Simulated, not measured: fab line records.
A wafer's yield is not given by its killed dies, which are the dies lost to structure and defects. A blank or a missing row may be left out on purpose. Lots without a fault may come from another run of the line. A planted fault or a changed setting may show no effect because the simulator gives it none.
Lot-split experiment :: flow sky130 :: route with 708 steps; 5 lots, 23 wafers read

== THE SPLIT ==
At SKY_CAPM_COAT_07 (resist thk 1140 nm), the setting resist thk nm was moved away from the recipe's 1140 nm on 10 of the 23 wafers read, by -1.8% to +3.1%. The other wafers ran this setting at the recipe's value.

== FROM THE SPLIT TO THE READING: what the file shows between them, 3 steps ==
- SKY_CAPM_SOFTBAKE_08: time 60 s
- SKY_CAPM_EXPOSE_09: exposes mask CAPM, target cd 1000 nm
- SKY_CAPM_DEVELOP_11: develop time 60 s

== THE READING ==
NOVOLAK_of_CAPM_COAT_07.thk nm (the simulator's own value, which no gauge read), in nm, at SKY_CAPM_METAL_ETCH_13 (etches TiN in Cl2/BCl3, stops on SiO2, target depth 220 nm, time 62.9 s). No usual value for it is given in the file. Average 993.3 nm, standard deviation 4.3 nm, over the 13 wafers here run with the recipe.

wafer: L074.1
tool, chamber at the split: litho track-02, 0
resist thk nm as run, nm: 1175
against the recipe: +3.1%
NOVOLAK_of_CAPM_COAT_07.thk nm, nm: 1034
against lot-mates on the recipe: +38.4

wafer: L074.2
tool, chamber at the split: litho track-02, 0
resist thk nm as run, nm: 1140
against the recipe: recipe
NOVOLAK_of_CAPM_COAT_07.thk nm, nm: 996.2
against lot-mates on the recipe: -

wafer: L074.3
tool, chamber at the split: litho track-02, 0
resist thk nm as run, nm: 1140
against the recipe: recipe
NOVOLAK_of_CAPM_COAT_07.thk nm, nm: 996
against lot-mates on the recipe: -

wafer: L074.5
tool, chamber at the split: litho track-02, 0
resist thk nm as run, nm: 1140
against the recipe: recipe
NOVOLAK_of_CAPM_COAT_07.thk nm, nm: 994.5
against lot-mates on the recipe: -

wafer: L074.6
tool, chamber at the split: litho track-02, 0
resist thk nm as run, nm: 1175
against the recipe: +3.1%
NOVOLAK_of_CAPM_COAT_07.thk nm, nm: 1035
against lot-mates on the recipe: +39.4

wafer: L079.2
tool, chamber at the split: litho track-02, 0
resist thk nm as run, nm: 1140
against the recipe: recipe
NOVOLAK_of_CAPM_COAT_07.thk nm, nm: 999.7
against lot-mates on the recipe: -

wafer: L079.4
tool, chamber at the split: litho track-02, 0
resist thk nm as run, nm: 1140
against the recipe: recipe
NOVOLAK_of_CAPM_COAT_07.thk nm, nm: 994.5
against lot-mates on the recipe: -

wafer: L079.5
tool, chamber at the split: litho track-02, 0
resist thk nm as run, nm: 1140
against the recipe: recipe
NOVOLAK_of_CAPM_COAT_07.thk nm, nm: 995.1
against lot-mates on the recipe: -

wafer: L082.1
tool, chamber at the split: litho track-02, 0
resist thk nm as run, nm: 1123
against the recipe: -1.5%
NOVOLAK_of_CAPM_COAT_07.thk nm, nm: 976.6
against lot-mates on the recipe: -20.4

wafer: L082.2
tool, chamber at the split: litho track-02, 0
resist thk nm as run, nm: 1140
against the recipe: recipe
NOVOLAK_of_CAPM_COAT_07.thk nm, nm: 996.4
against lot-mates on the recipe: -

wafer: L082.3
tool, chamber at the split: litho track-02, 0
resist thk nm as run, nm: 1140
against the recipe: recipe
NOVOLAK_of_CAPM_COAT_07.thk nm, nm: 997.6
against lot-mates on the recipe: -

wafer: L082.4
tool, chamber at the split: litho track-02, 0
resist thk nm as run, nm: 1123
against the recipe: -1.5%
NOVOLAK_of_CAPM_COAT_07.thk nm, nm: 976.2
against lot-mates on the recipe: -20.8

wafer: L082.6
tool, chamber at the split: litho track-02, 0
resist thk nm as run, nm: 1123
against the recipe: -1.5%
NOVOLAK_of_CAPM_COAT_07.thk nm, nm: 978.7
against lot-mates on the recipe: -18.3

wafer: L081.1
tool, chamber at the split: litho track-04, 0
resist thk nm as run, nm: 1140
against the recipe: recipe
NOVOLAK_of_CAPM_COAT_07.thk nm, nm: 991.9
against lot-mates on the recipe: -

wafer: L081.2
tool, chamber at the split: litho track-04, 0
resist thk nm as run, nm: 1120
against the recipe: -1.8%
NOVOLAK_of_CAPM_COAT_07.thk nm, nm: 967.1
against lot-mates on the recipe: -23.9

wafer: L081.3
tool, chamber at the split: litho track-04, 0
resist thk nm as run, nm: 1120
against the recipe: -1.8%
NOVOLAK_of_CAPM_COAT_07.thk nm, nm: 967
against lot-mates on the recipe: -24.0

wafer: L081.4
tool, chamber at the split: litho track-04, 0
resist thk nm as run, nm: 1140
against the recipe: recipe
NOVOLAK_of_CAPM_COAT_07.thk nm, nm: 989.7
against lot-mates on the recipe: -

wafer: L081.6
tool, chamber at the split: litho track-04, 0
resist thk nm as run, nm: 1140
against the recipe: recipe
NOVOLAK_of_CAPM_COAT_07.thk nm, nm: 991.5
against lot-mates on the recipe: -

wafer: L084.1
tool, chamber at the split: litho track-04, 0
resist thk nm as run, nm: 1159
against the recipe: +1.7%
NOVOLAK_of_CAPM_COAT_07.thk nm, nm: 1010
against lot-mates on the recipe: +24.9

wafer: L084.2
tool, chamber at the split: litho track-04, 0
resist thk nm as run, nm: 1159
against the recipe: +1.7%
NOVOLAK_of_CAPM_COAT_07.thk nm, nm: 1000
against lot-mates on the recipe: +14.9

wafer: L084.3
tool, chamber at the split: litho track-04, 0
resist thk nm as run, nm: 1140
against the recipe: recipe
NOVOLAK_of_CAPM_COAT_07.thk nm, nm: 983.8
against lot-mates on the recipe: -

wafer: L084.4
tool, chamber at the split: litho track-04, 0
resist thk nm as run, nm: 1140
against the recipe: recipe
NOVOLAK_of_CAPM_COAT_07.thk nm, nm: 986.5
against lot-mates on the recipe: -

wafer: L084.6
tool, chamber at the split: litho track-04, 0
resist thk nm as run, nm: 1159
against the recipe: +1.7%
NOVOLAK_of_CAPM_COAT_07.thk nm, nm: 1002
against lot-mates on the recipe: +16.9

FIT RESULTS
A straight line over all 23 wafers: NOVOLAK_of_CAPM_COAT_07.thk nm changes by +11.8 nm for each +1% of resist thk nm; r = +0.95; the points scatter about the line by 5.5 nm.
The same after taking each lot's own level away (the mean of its wafers on the recipe; 23 wafers): +12.7 nm for each +1%; r = +0.99; scatter 2.2 nm.
On that fit, the largest move of resist thk nm shifts the reading by 39 nm.
Across the lots, their own levels run from 985.15 to 997.00 nm, a range of 2.7 times the standard deviation given above.
The two slopes are in agreement: the lot-to-lot level therefore moves the slope only a little.
Check: with one of the wafers moved furthest among these (+3.1%) left out of the fit, the line predicts +38.4 nm for it against its lot-mates. Against them it came out at +38.4 nm.

== OTHER SPLITS ON THESE WAFERS ==
Before the reading, these wafers also passed through other splits. Each is held against what the fit with the lots' levels taken away leaves over:
other split on the same wafers: SKY_METAL2_COAT_09 resist thk nm
wafers away from the commonest value: 9
r with NOVOLAK_of_CAPM_COAT_07.thk nm (lot level and that fit taken away): -0.23

other split on the same wafers: SKY_VIA2_COAT_07 resist thk nm
wafers away from the commonest value: 10
r with NOVOLAK_of_CAPM_COAT_07.thk nm (lot level and that fit taken away): +0.37

other split on the same wafers: SKY_VIA2_SOFTBAKE_08 temp c
wafers away from the commonest value: 3
r with NOVOLAK_of_CAPM_COAT_07.thk nm (lot level and that fit taken away): -0.09

other split on the same wafers: SKY_VIA2_SPUTTER_20 chamber pressure pa
wafers away from the commonest value: 15
r with NOVOLAK_of_CAPM_COAT_07.thk nm (lot level and that fit taken away): +0.18

other split on the same wafers: SKY_METAL3_SPUTTER_04 power w
wafers away from the commonest value: 7
r with NOVOLAK_of_CAPM_COAT_07.thk nm (lot level and that fit taken away): +0.03

== THE WHOLE CHAIN: every reading that the file lists as answering this split, in the file's order ==
step: SKY_CAPM_COAT_07
what it does: resist thk 1140 nm
reading: NOVOLAK_of_CAPM_COAT_07.thk nm (the simulator's own value, which no gauge read)
change (the file's fit): +12.3 nm for each +1% of the setting
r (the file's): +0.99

step: SKY_CAPM_METAL_ETCH_13
what it does: etches TiN in Cl2/BCl3, stops on SiO2, target depth 220 nm, time 62.9 s
reading: NOVOLAK_of_CAPM_COAT_07.thk nm (the simulator's own value, which no gauge read)
change (the file's fit): +12.7 nm for each +1% of the setting
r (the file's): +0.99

step: SKY_CAPM_STRIP_14
what it does: strips in O2/N2
reading: strip time to endpoint s
change (the file's fit): withheld for each +1% of the setting
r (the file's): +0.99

== THE FILE'S OWN FIT ==
NOVOLAK_of_CAPM_COAT_07.thk nm changes by +12.7 nm for each +1% of resist thk nm, r = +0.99.
